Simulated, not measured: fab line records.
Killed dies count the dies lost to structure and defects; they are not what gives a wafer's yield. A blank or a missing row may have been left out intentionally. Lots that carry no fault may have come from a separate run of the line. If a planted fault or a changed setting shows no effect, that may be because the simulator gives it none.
What tool caused it? :: flow sfq_line :: 12 lots, 36 wafers sampled, at 3 steps of a route of 325

## WHAT THE GAUGES READ, wafer by wafer
SFQ_M1_OVL_MEAS_911.
lot: L881
measured: day 12 17:49
on: overlay-02
M1_OVL (nm): -10 -7 -3

lot: L882
measured: day 13 02:13
on: overlay-01
M1_OVL (nm): -9 -5 -6

lot: L883
measured: day 13 08:13
on: overlay-02
M1_OVL (nm): -2 0 -6

lot: L884
measured: day 13 19:07
on: overlay-02
M1_OVL (nm): 4 1 2

lot: L888
measured: day 15 00:58
on: overlay-02
M1_OVL (nm): -5 -7 -3

lot: L892
measured: day 16 07:46
on: overlay-02
M1_OVL (nm): -7 -7 -9

lot: L893
measured: day 16 21:12
on: overlay-02
M1_OVL (nm): 3 1 -2

lot: L894
measured: day 17 05:42
on: overlay-02
M1_OVL (nm): -5 -7 -6

lot: L897
measured: day 18 08:59
on: overlay-01
M1_OVL (nm): -7 -1 6

lot: L901
measured: day 19 11:11
on: overlay-01
M1_OVL (nm): 5 5 2

lot: L902
measured: day 19 14:48
on: overlay-01
M1_OVL (nm): 4 4 3

lot: L904
measured: day 20 07:35
on: overlay-02
M1_OVL (nm): -3 -1 -5

SFQ_I1_BOW_MEAS_912.
lot: L881
measured: day 13 08:02
on: film_metro-04
I1_BOW (um): 3 10 -5

lot: L882
measured: day 13 17:01
on: film_metro-01
I1_BOW (um): -8 -1 3

lot: L883
measured: day 14 02:01
on: film_metro-04
I1_BOW (um): 6 -6 -9

lot: L884
measured: day 14 14:02
on: film_metro-04
I1_BOW (um): -4 -4 -1

lot: L888
measured: day 15 16:52
on: film_metro-01
I1_BOW (um): -8 -6 5

lot: L892
measured: day 16 16:56
on: film_metro-04
I1_BOW (um): 5 10 10

lot: L893
measured: day 17 02:45
on: film_metro-02
I1_BOW (um): -2 -8 2

lot: L894
measured: day 17 10:05
on: film_metro-01
I1_BOW (um): 21 11 -5

lot: L897
measured: day 18 13:04
on: film_metro-02
I1_BOW (um): 11 -1 -5

lot: L901
measured: day 19 15:52
on: film_metro-01
I1_BOW (um): 0 3 6

lot: L902
measured: day 19 19:40
on: film_metro-02
I1_BOW (um): -2 -1 -2

lot: L904
measured: day 20 12:27
on: film_metro-01
I1_BOW (um): 13 7 -1

## WHAT TOOL EACH LOT RAN ON (gives the tool, then ch and the chambers of the sampled wafers, and finally the start)
lot: L881
SFQ_TRILAYER_M1_DEP_SPUTTER_037: pvd_sputter-03, day 9 22:08

lot: L882
SFQ_TRILAYER_M1_DEP_SPUTTER_037: pvd_sputter-06, day 10 05:20

lot: L883
SFQ_TRILAYER_M1_DEP_SPUTTER_037: pvd_sputter-03, day 10 10:13

lot: L884
SFQ_TRILAYER_M1_DEP_SPUTTER_037: pvd_sputter-05, day 10 19:44

lot: L888
SFQ_TRILAYER_M1_DEP_SPUTTER_037: pvd_sputter-03, day 11 19:17

lot: L892
SFQ_TRILAYER_M1_DEP_SPUTTER_037: pvd_sputter-03, day 12 22:53

lot: L893
SFQ_TRILAYER_M1_DEP_SPUTTER_037: pvd_sputter-03, day 13 11:29

lot: L894
SFQ_TRILAYER_M1_DEP_SPUTTER_037: pvd_sputter-06, day 13 17:07

lot: L897
SFQ_TRILAYER_M1_DEP_SPUTTER_037: pvd_sputter-03, day 14 17:24

lot: L901
SFQ_TRILAYER_M1_DEP_SPUTTER_037: pvd_sputter-06, day 15 19:37

lot: L902
SFQ_TRILAYER_M1_DEP_SPUTTER_037: pvd_sputter-06, day 16 00:35

lot: L904
SFQ_TRILAYER_M1_DEP_SPUTTER_037: pvd_sputter-03, day 16 13:36
- SFQ_TRILAYER_M1_DEP_SPUTTER_037: material Nb, target thk 200 nm, time 133.3 s.

## WHAT THE TOOLS THEMSELVES READ (means of the sampled wafers that have a number; where no wafer has one, the mark that the record gives instead)
SFQ_TRILAYER_M1_DEP_SPUTTER_037.
lot: L881
tool: pvd_sputter-03
throttle_valve_pct (%): 30.3

lot: L882
tool: pvd_sputter-06
throttle_valve_pct (%): 30.7

lot: L883
tool: pvd_sputter-03
throttle_valve_pct (%): 30.4

lot: L884
tool: pvd_sputter-05
throttle_valve_pct (%): 29.8

lot: L888
tool: pvd_sputter-03
throttle_valve_pct (%): 31.1

lot: L892
tool: pvd_sputter-03
throttle_valve_pct (%): 30.6

lot: L893
tool: pvd_sputter-03
throttle_valve_pct (%): 30.4

lot: L894
tool: pvd_sputter-06
throttle_valve_pct (%): 30.3

lot: L897
tool: pvd_sputter-03
throttle_valve_pct (%): 30.8

lot: L901
tool: pvd_sputter-06
throttle_valve_pct (%): 29.8

lot: L902
tool: pvd_sputter-06
throttle_valve_pct (%): 30.2

lot: L904
tool: pvd_sputter-03
throttle_valve_pct (%): 30.5

## THE ANSWER, worked out from the rows above alone
Rule: the lots themselves supply what counts as usual. The widest of any qualifying gaps counts: lots, ordered by their means at a reading, are off when they make up no more than a third of the lots, leave a main group of 4 or more, and stand apart from it by 3 or more times the standard deviation of that group's means. Not used: any main group whose means are identical at the precision the tables above print for the reading. A lot without any number at a reading at which 4 lots or more have one is off too. The other lots that the step has rows for count as sound. First the gauges in route order, then the tools' own readings, where a lot's mean is used as printed above. The first step at which some lot is off is used, and at that step the reading that is off furthest; a lot without a number counts as furthest.
No lot is off at any reading shown: from this, nothing can be told.

## WHAT HAD BEEN PUT IN BY THE SIMULATOR
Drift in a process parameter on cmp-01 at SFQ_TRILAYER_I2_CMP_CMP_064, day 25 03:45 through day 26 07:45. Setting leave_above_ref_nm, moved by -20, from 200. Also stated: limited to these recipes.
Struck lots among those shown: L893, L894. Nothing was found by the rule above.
